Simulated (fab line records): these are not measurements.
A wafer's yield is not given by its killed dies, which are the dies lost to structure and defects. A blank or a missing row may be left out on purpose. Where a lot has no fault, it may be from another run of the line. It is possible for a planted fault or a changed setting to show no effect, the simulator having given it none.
What tool caused it?	flow gf180mcu	Sampling: 12 lots, 36 wafers, 3 of 602 route steps

WHAT THE GAUGES SHOWED, per wafer
GF_HV_LDD_TW_MEAS_38. Usual: for HV_LDD_3_TW the level is 1448 and the standard deviation is 8.9.
lot	measured	on	HV_LDD_3_TW	flag
L260	day 12 11:36	film metro-02	1445 1442 1440	
L261	day 12 19:19	film metro-04	1450 1450 1459	
L263	day 13 07:05	film metro-04	1449 1455 1452	
L264	day 13 18:31	film metro-03	1456 1443 1438	
L265	day 13 23:24	film metro-02	1453 1445 1453	
L266	day 14 09:55	film metro-02	1450 1447 1448	
L268	day 15 00:23	film metro-02	1551 1552 1549	OFF
L269	day 15 08:55	film metro-02	1450 1450 1450	
L270	day 15 18:37	film metro-04	1464 1465 1468	
L272	day 16 10:13	film metro-02	1562 1553 1549	OFF
L278	day 18 07:49	film metro-04	1560 1564 1554	OFF
L279	day 18 18:38	film metro-03	1443 1437 1446	

GF_HV_LDD_RS_MEAS_53: measurement is done with a four-point probe. Usual: for HV_LDD_RS the level is 417.3 ohm/sq and the standard deviation is 0.9.
lot	measured	on	HV_LDD_RS (ohm/sq)	flag
L260	day 13 08:09	film metro-04	417.7 418.3 416.9	
L261	day 13 15:33	film metro-04	415.4 415.8 416.6	
L263	day 14 04:05	film metro-04	416.8 416.9 417.1	
L264	day 14 16:04	film metro-03	417.0 416.1 416.5	
L265	day 14 20:16	film metro-03	417.4 417.4 417.8	
L266	day 15 07:44	film metro-03	418.9 419.2 419.4	
L268	day 15 22:14	film metro-02	396.9 397.8 397.8	OFF
L269	day 16 07:02	film metro-04	417.3 416.8 417.6	
L270	day 16 16:59	film metro-02	418.8 417.3 417.8	
L272	day 17 08:52	film metro-04	396.7 397.5 397.4	OFF
L278	day 19 07:44	film metro-04	399.0 398.8 399.9	OFF
L279	day 19 19:46	film metro-02	418.2 417.4 418.0	

WHAT TOOL EACH LOT RAN ON (gives the tool, then ch and the chambers of the sampled wafers, and finally the start)
lot	GF_HV_LDD_IMPLANT_35
L260	implanter-02 ch 0, day 12 11:12
L261	implanter-01 ch 0, day 12 18:56
L263	implanter-03 ch 0, day 13 06:41
L264	implanter-01 ch 0, day 13 18:07
L265	implanter-03 ch 0, day 13 23:00
L266	implanter-03 ch 0, day 14 09:33
L268	implanter-03 ch 0, day 14 23:38
L269	implanter-01 ch 0, day 15 08:32
L270	implanter-01 ch 0, day 15 18:13
L272	implanter-01 ch 0, day 16 09:29
L278	implanter-03 ch 0, day 18 07:07
L279	implanter-03 ch 0, day 18 18:14
- GF_HV_LDD_IMPLANT_35

WHAT THE TOOLS THEMSELVES READ (means of the sampled wafers that have a number; where no wafer has one, the mark that the record gives instead)
The record holds no such reading with a usual standard deviation.

THE ANSWER, worked out from the rows above alone
Rule: a lot is off if the mean of its wafers that have a number lies more than 3 standard deviations from the usual mean. Also off: a lot with no number at a reading for which 4 or more lots have one. Any other lot the step has rows for is counted as sound. The gauges are gone through in route order, then the tools' own readings, and for those a lot's mean is taken as printed above. The first step at which some lot is off is used, and at that step the reading that is off furthest; a lot without a number counts as furthest.
Off: L268, L272, L278, at GF_HV_LDD_TW_MEAS_38 (HV_LDD_3_TW).
If a tool, at a process step before that reading, ran all the lots that are off and no sound lot after the first of them, it fits. Those tools and the gauges at GF_HV_LDD_TW_MEAS_38 are tried in the same way. No candidate that was tried fits.

WHAT HAD BEEN PUT IN BY THE SIMULATOR
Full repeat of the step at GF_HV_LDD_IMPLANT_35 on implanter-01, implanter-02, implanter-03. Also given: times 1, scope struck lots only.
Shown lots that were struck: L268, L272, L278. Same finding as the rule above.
